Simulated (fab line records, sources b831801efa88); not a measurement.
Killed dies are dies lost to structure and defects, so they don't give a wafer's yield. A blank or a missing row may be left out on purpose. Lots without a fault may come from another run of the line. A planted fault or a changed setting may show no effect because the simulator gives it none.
Which tool did it? | flow gf180mcu | 12 lots, 36 wafers sampled, at 4 steps of a route of 602

WHAT THE GAUGES READ, wafer by wafer
GF_HV_LDD_TW_MEAS_50. Usual: HV_LDD_4_TW 568.1, standard deviation 2.5.
lot  | measured     | on            | HV_LDD_4_TW                         | flag
L792 | day 12 17:59 | film_metro-01 | 570.9 570.7 570.9                   |
L793 | day 12 22:06 | film_metro-01 | 571.7 569.6 570.0                   |
L799 | day 15 01:55 | film_metro-02 | 563.6 569.0 567.5                   |
L804 | day 16 16:51 | film_metro-01 | 487.9 487.2 483.2 486.5 486.2 487.4 | OFF
L805 | day 17 01:58 | film_metro-04 | 489.3 492.6 490.5 490.1 491.2 490.4 | OFF
L807 | day 17 19:40 | film_metro-01 | 567.9 563.8 566.0                   |
L808 | day 18 11:28 | film_metro-04 | 571.9 570.2 570.5                   |
L811 | day 19 08:26 | film_metro-04 | 571.0 568.5 569.3                   |
L812 | day 19 19:48 | film_metro-02 | 571.1 571.3 570.9                   |
L813 | day 19 19:59 | film_metro-04 | 567.8 567.9 570.7                   |
L814 | day 20 07:32 | film_metro-02 | 572.3 572.3 572.6                   |
L815 | day 20 18:14 | film_metro-01 | 570.3 567.2 568.4                   |

GF_NSD_OVL_MEAS_08. Usual: NSD_OVL -1.2 nm, standard deviation 1.6.
lot  | measured     | on         | NSD_OVL (nm)   | flag
L792 | day 13 17:27 | overlay-02 | -1.7 0.6 -1.5  |
L793 | day 13 21:37 | overlay-01 | -2.0 -1.4 -2.3 |
L799 | day 16 03:51 | overlay-02 | 0.1 -1.2 -0.8  |
L804 | day 17 19:29 | overlay-01 | 1.2 -1.4 -1.2  |
L805 | day 18 05:13 | overlay-02 | 0.4 -1.0 0.2   |
L807 | day 18 22:40 | overlay-02 | -1.3 -3.3 -2.0 |
L808 | day 19 17:16 | overlay-02 | -1.3 -1.3 -0.1 |
L811 | day 20 12:21 | overlay-02 | 0.1 1.1 -1.0   |
L812 | day 21 00:52 | overlay-02 | -2.5 -4.0 -5.8 |
L813 | day 20 23:16 | overlay-02 | -1.9 -2.0 -1.2 |
L814 | day 21 10:49 | overlay-02 | -1.4 -1.3 -0.2 |
L815 | day 21 21:10 | overlay-01 | -1.8 -1.8 -1.8 |

WHICH TOOL RAN EACH LOT (tool, then ch and the chambers of the sampled wafers, then the start)
lot  | GF_DUAL_GATE_STRIP_13                | GF_HV_LDD_IMPLANT_48
L792 | plasma_asher-02 ch 0,1, day 8 11:14  | implanter-03 ch 0, day 12 17:45
L793 | plasma_asher-01 ch 0, day 8 16:38    | implanter-04 ch 0, day 12 21:52
L799 | plasma_asher-04 ch 0,1, day 10 14:23 | implanter-02 ch 0, day 15 01:40
L804 | plasma_asher-01 ch 0,1, day 12 01:25 | implanter-04 ch 0, day 16 16:37
L805 | plasma_asher-02 ch 0,1, day 12 08:41 | implanter-04 ch 0, day 17 01:44
L807 | plasma_asher-01 ch 0,1, day 12 20:35 | implanter-02 ch 0, day 17 19:26
L808 | plasma_asher-04 ch 0,1, day 13 04:56 | implanter-02 ch 0, day 18 11:14
L811 | plasma_asher-01 ch 0,1, day 14 02:32 | implanter-02 ch 0, day 19 08:11
L812 | plasma_asher-04 ch 0,1, day 14 08:47 | implanter-03 ch 0, day 19 19:34
L813 | plasma_asher-01 ch 0,1, day 14 14:50 | implanter-04 ch 0, day 19 19:46
L814 | plasma_asher-01 ch 0,1, day 15 02:29 | implanter-02 ch 0, day 20 07:19
L815 | plasma_asher-04 ch 0,1, day 15 12:17 | implanter-02 ch 0, day 20 17:59
- GF_DUAL_GATE_STRIP_13: strips in O2/N2.
- GF_HV_LDD_IMPLANT_48

WHAT THE TOOLS THEMSELVES READ (means of the sampled wafers that have a number; where no wafer has one, the mark that the record gives instead)
GF_DUAL_GATE_STRIP_13. Usual: drypump_motor_current_A 5.69 A, standard deviation 0.19; heater_power_w 326 W, standard deviation 31; oes_product_au 0.716 a.u., standard deviation 0.0044; strip_time_to_endpoint_s 12.65 s, standard deviation 0.033.
lot  | tool            | drypump_motor_current_A (A) | heater_power_w (W) | oes_product_au (a.u.) | strip_time_to_endpoint_s (s) | flag
L792 | plasma_asher-02 | 5.66                        | 290                | 0.716                 | 12.57                        |
L793 | plasma_asher-01 | 5.62                        | 307                | 0.714                 | 12.67                        |
L799 | plasma_asher-04 | 5.91                        | 325                | 0.720                 | 12.64                        |
L804 | plasma_asher-01 | 5.67                        | 324                | 0.715                 | 12.67                        |
L805 | plasma_asher-02 | 5.64                        | 290                | 0.715                 | 12.68                        |
L807 | plasma_asher-01 | 5.68                        | 337                | 0.720                 | 12.71                        |
L808 | plasma_asher-04 | 5.61                        | 341                | 0.716                 | 12.63                        |
L811 | plasma_asher-01 | 5.68                        | 336                | 0.715                 | 12.64                        |
L812 | plasma_asher-04 | 5.92                        | 335                | 0.723                 | 12.62                        |
L813 | plasma_asher-01 | 5.65                        | 324                | 0.714                 | 12.65                        |
L814 | plasma_asher-01 | 5.66                        | 321                | 0.718                 | 12.70                        |
L815 | plasma_asher-04 | 5.63                        | 346                | 0.717                 | 12.67                        |

GF_HV_LDD_IMPLANT_48. Usual: dose_ions_cm2 3e+13, standard deviation 3.4e+10; faraday_current_uA 169, standard deviation 3.5.
lot  | tool         | dose_ions_cm2 | faraday_current_uA | flag
L792 | implanter-03 | 3e+13         | 168                |
L793 | implanter-04 | 3e+13         | 167                |
L799 | implanter-02 | 3e+13         | 169                |
L804 | implanter-04 | 2e+13         | 105                | OFF
L805 | implanter-04 | 2e+13         | 104                | OFF
L807 | implanter-02 | 3e+13         | 169                |
L808 | implanter-02 | 3e+13         | 168                |
L811 | implanter-02 | 3e+13         | 170                |
L812 | implanter-03 | 3e+13         | 171                |
L813 | implanter-04 | 3e+13         | 169                |
L814 | implanter-02 | 3e+13         | 169                |
L815 | implanter-02 | 3e+13         | 166                |

THE ANSWER, worked out from the rows above alone
Rule: a lot is off if the mean of its wafers that have a number lies more than 3 standard deviations from the usual mean. A lot without any number at a reading at which 4 lots or more have one is off too. The other lots that the step has rows for count as sound. The gauges are gone through in route order, then the tools' own readings, and for those a lot's mean is taken as printed above. The first step at which some lot is off is used, and at that step the reading that is off furthest; a lot without a number counts as furthest.
Off: L804, L805, at GF_HV_LDD_TW_MEAS_50 (HV_LDD_4_TW).
A tool fits if, at a process step before that reading, it ran every lot that is off, and no sound lot after the first of them. The gauges at GF_HV_LDD_TW_MEAS_50 aren't tried: what is off there is off at GF_HV_LDD_IMPLANT_48 too, on other tools, and a gauge's error can't cause that. None of those tried fits.

WHAT THE SIMULATOR HAD PUT IN
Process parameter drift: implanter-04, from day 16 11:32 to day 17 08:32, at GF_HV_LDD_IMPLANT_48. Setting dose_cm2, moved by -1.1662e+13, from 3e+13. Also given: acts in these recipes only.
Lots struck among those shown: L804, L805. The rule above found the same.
